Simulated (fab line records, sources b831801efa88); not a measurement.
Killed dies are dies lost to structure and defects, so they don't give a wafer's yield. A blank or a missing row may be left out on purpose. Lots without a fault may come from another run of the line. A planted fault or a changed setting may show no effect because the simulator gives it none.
A struck lot beside a sound one | flow sfq_line | 24 steps out of a route of 325
Sound: wafers L520.1, L520.3, L520.6. Struck: wafers L525.1, L525.3, L525.4. The cause comes at the end.
At each step with rows: each side's tool, then ch and its chambers, then its first start. Under that, the readings that differ: sound wafers | struck wafers | difference of the means | sigmas: that difference in standard deviations of wafers without a fault.
alike: readings whose means differ by less than 2 such deviations, and words and numbers that are the same on both sides. not compared: withheld readings, readings that some wafer has no value for, bounds like >300 that may hide the same value, and numbers for which the record gives no deviation and whose values overlap.
The two part at a step that has a row with sigmas, a row that says differs or no value, or rows on one side only. Numbers that don't overlap but have no deviation are shown without sigmas and don't part them. A reading that every wafer of one side lacks parts them only if that side has two wafers or more.

first, 6 steps without rows for these wafers: SFQ_TRILAYER_I2_VIA_LITHO_COAT_072 (resist thk 62 nm); SFQ_TRILAYER_I2_VIA_LITHO_COAT_067 (resist thk 650 nm); SFQ_TRILAYER_I2_VIA_LITHO_SOFTBAKE_071; SFQ_TRILAYER_I2_VIA_LITHO_EXPOSE_068 (exposes mask I2, target cd 500 nm); SFQ_TRILAYER_I2_VIA_LITHO_PEB_070 (peb time 60 s); SFQ_TRILAYER_I2_VIA_LITHO_DEVELOP_069 (time 60 s).
SFQ_I2_OVL_MEAS_918:
  sound on overlay-01, day 32 16:04; struck on overlay-01, day 37 06:13
  alike: I2_OVL
SFQ_TRILAYER_I2_VIA_BARC_OPEN_VIA_ETCH_096: etches BARC in O2, target depth 125 nm, time 41.7 s.
  sound on rie_diel-01 ch 0,1,3, day 32 16:07; struck on rie_diel-01 ch 0,1,3, day 37 06:14
  alike: drypump_motor_current_A, oes_product_au
  not compared: rf_hours_counter_h
SFQ_TRILAYER_I2_VIA_ETCH_VIA_ETCH_070: etches SiO2 in CHF3, stops on Nb, target depth 260 nm.
  sound on rie_diel-01 ch 0,1,3, day 32 16:09; struck on rie_diel-01 ch 0,1,3, day 37 06:17
  alike: drypump_motor_current_A, oes_product_au
SFQ_TRILAYER_I2_VIA_STRIP_STRIP_071: strips in O2.
  sound on rie_metal-01 ch 0,1, day 32 16:16; struck on rie_metal-02 ch 0,1, day 37 06:24
  alike: drypump_motor_current_A, he_backside_leak_sccm, oes_product_au
  not compared: rf_hours_counter_h
then, 2 steps without rows for these wafers: SFQ_TRILAYER_I2_VIA_STRIP_SOLV_CLEAN_072 (cleans in NMP, time 600 s); SFQ_TRILAYER_M3_DEP_PRE_CLEAN_074 (time 22.5 s).
SFQ_TRILAYER_M3_DEP_SPUTTER_073: material Nb, target thk 200 nm, time 133.3 s.
  sound on pvd_sputter-03, day 32 17:14; struck on pvd_sputter-06, day 37 07:28
  alike: throttle_valve_pct
SFQ_M3_RS_MEAS_919: measures by four-point-probe.
  sound on film_metro-04, day 32 17:20; struck on film_metro-01, day 37 07:33
  reading           | sound             | struck            | difference | sigmas
  M3_NB_RS (ohm/sq) | 0.905 0.908 0.901 | 0.445 0.442 0.444 | -0.461     | -59
then, 6 steps without rows for these wafers: SFQ_TRILAYER_M3_LITHO_COAT_080 (resist thk 62 nm); SFQ_TRILAYER_M3_LITHO_COAT_075 (resist thk 600 nm); SFQ_TRILAYER_M3_LITHO_SOFTBAKE_079; SFQ_TRILAYER_M3_LITHO_EXPOSE_076 (exposes mask M3, target cd 500 nm); SFQ_TRILAYER_M3_LITHO_PEB_078 (peb time 60 s); SFQ_TRILAYER_M3_LITHO_DEVELOP_077 (time 60 s).
-- the record jumps here: 6 days lie between the struck wafers' starts before and after --
SFQ_M3_OVL_MEAS_921:
  sound on overlay-01, day 39 05:58; struck on overlay-01, day 43 04:47
  alike: M3_OVL
SFQ_TRILAYER_M3_BARC_OPEN_METAL_ETCH_100: etches BARC in O2, target depth 125 nm, time 41.7 s.
  sound on rie_metal-04 ch 0,1, day 39 06:00; struck on rie_metal-03 ch 0, day 43 04:49
  reading                      | sound          | struck         | difference | sigmas
  he_backside_leak_sccm (sccm) | 3.32 3.18 3.35 | 3.69 3.70 3.61 | +0.38      | +2
  alike: drypump_motor_current_A, oes_product_au
  not compared: rf_hours_counter_h
SFQ_TRILAYER_M3_ETCH_METAL_ETCH_078: etches Nb in Cl2/Ar, stops on SiO2, target depth 240 nm, time 120 s.
  sound on rie_metal-04 ch 0,1, day 39 06:04; struck on rie_metal-03 ch 0, day 43 04:56
  reading                        | sound             | struck            | difference | sigmas
  oes_product_au (a.u.)          | 0.873 0.883 0.888 | 0.998 1.006 1.015 | +0.125     | +20
  model.M3.feature_depth_nm (nm) | 197.4 196.5 198.1 | 240.6 241.6 242   | +44.1      |
  model.etch.depth_nm (nm)       | 197.4 196.5 198.1 | 240.6 241.6 242   | +44.1      |
  alike: drypump_motor_current_A, he_backside_leak_sccm
  not compared: rf_hours_counter_h
SFQ_TRILAYER_M3_STRIP_STRIP_079: strips in O2.
  sound on rie_metal-04 ch 0,1, day 39 06:11; struck on rie_metal-03 ch 0, day 43 05:11
  alike: drypump_motor_current_A, he_backside_leak_sccm, oes_product_au
  not compared: rf_hours_counter_h

WHERE THEY PART
First at SFQ_M3_RS_MEAS_919; last, within this record, at SFQ_TRILAYER_M3_ETCH_METAL_ETCH_078. Later steps at which nothing parts them and some readings are alike: SFQ_TRILAYER_M3_STRIP_STRIP_079.

WHY: what the simulator had put in
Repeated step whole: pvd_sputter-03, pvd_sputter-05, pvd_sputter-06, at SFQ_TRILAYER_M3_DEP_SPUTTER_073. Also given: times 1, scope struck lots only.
